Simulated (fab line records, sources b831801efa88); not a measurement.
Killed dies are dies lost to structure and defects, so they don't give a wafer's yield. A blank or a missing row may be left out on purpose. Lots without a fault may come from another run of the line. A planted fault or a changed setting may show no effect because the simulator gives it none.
A struck lot beside a sound one | flow sky130 | 15 steps out of a route of 708
Sound: wafers L823.1, L823.4, L823.5. Struck: wafers L832.3, L832.6. The cause comes at the end.
At each step with rows: each side's tool, then ch and its chambers, then its first start. Under that, the readings that differ: sound wafers | struck wafers | difference of the means | sigmas: that difference in standard deviations of wafers without a fault.
alike: readings whose means differ by less than 2 such deviations, and words and numbers that are the same on both sides. not compared: withheld readings, readings that some wafer has no value for, bounds like >300 that may hide the same value, and numbers for which the record gives no deviation and whose values overlap.
The two part at a step that has a row with sigmas, a row that says differs or no value, or rows on one side only. Numbers that don't overlap but have no deviation are shown without sigmas and don't part them. A reading that every wafer of one side lacks parts them only if that side has two wafers or more.

first, 4 steps without rows for these wafers: SKY_SD_P_SOFTBAKE_03 (time 60 s); SKY_SD_P_EXPOSE_04 (exposes mask PSDM, target cd 380 nm); SKY_SD_P_PEB_05; SKY_SD_P_DEVELOP_06 (develop time 60 s).
SKY_SD_P_CD_MEAS_07: target cd 380 nm.
  sound on cd_sem-01, day 32 02:33; struck on cd_sem-02, day 33 21:05
  alike: cd_nm
SKY_SD_P_OVL_MEAS_08:
  sound on overlay-02, day 32 02:40; struck on overlay-01, day 33 21:11
  alike: SD_P_OVL
then, 1 step without rows for these wafers: SKY_SD_P_IMPLANT_09.
SKY_SD_P_STRIP_10: strips in O2/N2.
  sound on plasma_asher-04 ch 0,1, day 32 02:52; struck on plasma_asher-04 ch 1, day 33 21:23
  alike: drypump_motor_current_A, oes_product_au, strip_time_to_endpoint_s
  not compared: rf_hours_counter_h
SKY_SD_P_TW_MEAS_11:
  sound on film_metro-02, day 32 02:58; struck on film_metro-02, day 33 21:29
  alike: SD_P_TW
then, 3 steps without rows for these wafers: SKY_RES_XHIGH_DEHYDRATE_00 (time 60 s); SKY_RES_XHIGH_HMDS_01 (prime time 60 s); SKY_RES_XHIGH_COAT_02 (resist thk 1140 nm).
SKY_RES_XHIGH_SOFTBAKE_03: time 60 s.
  sound on litho_track-02 ch 0, day 32 15:33; struck on litho_track-02 ch 0, day 34 08:39
  reading          | sound             | struck        | difference | sigmas
  run_length_s (s) | 89.30 89.11 89.26 | 102.59 102.86 | +13.50     | +61
then, 1 step without rows for these wafers: SKY_RES_XHIGH_EXPOSE_04 (exposes mask URPM, target cd 1270 nm).
-- the record jumps here: 17 days lie between the struck wafers' starts before and after (it left off in module RES_XHIGH and takes up again in module PAD_OPEN, whose first step shown is number 708 of the route) --
SKY_PAD_OPEN_PROBE_99:
  sound on prober-01, day 50 02:29; struck on prober-01, day 51 08:56
  reading         | sound | struck | difference | sigmas
  killed_at_M4_up | 3 3 2 | 6 9    | +5         | +3
  alike: killed_at_M0_to_M3, killed_at_contacts, killed_at_front_end, killed_at_other, killed_dies, killed_open, killed_short

WHERE THEY PART
First at SKY_RES_XHIGH_SOFTBAKE_03; last, within this record, at SKY_PAD_OPEN_PROBE_99.

WHY: what the simulator had put in
Process parameter drift: litho_track-02, from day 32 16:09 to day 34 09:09, at SKY_RES_XHIGH_SOFTBAKE_03. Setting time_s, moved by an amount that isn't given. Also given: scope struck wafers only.
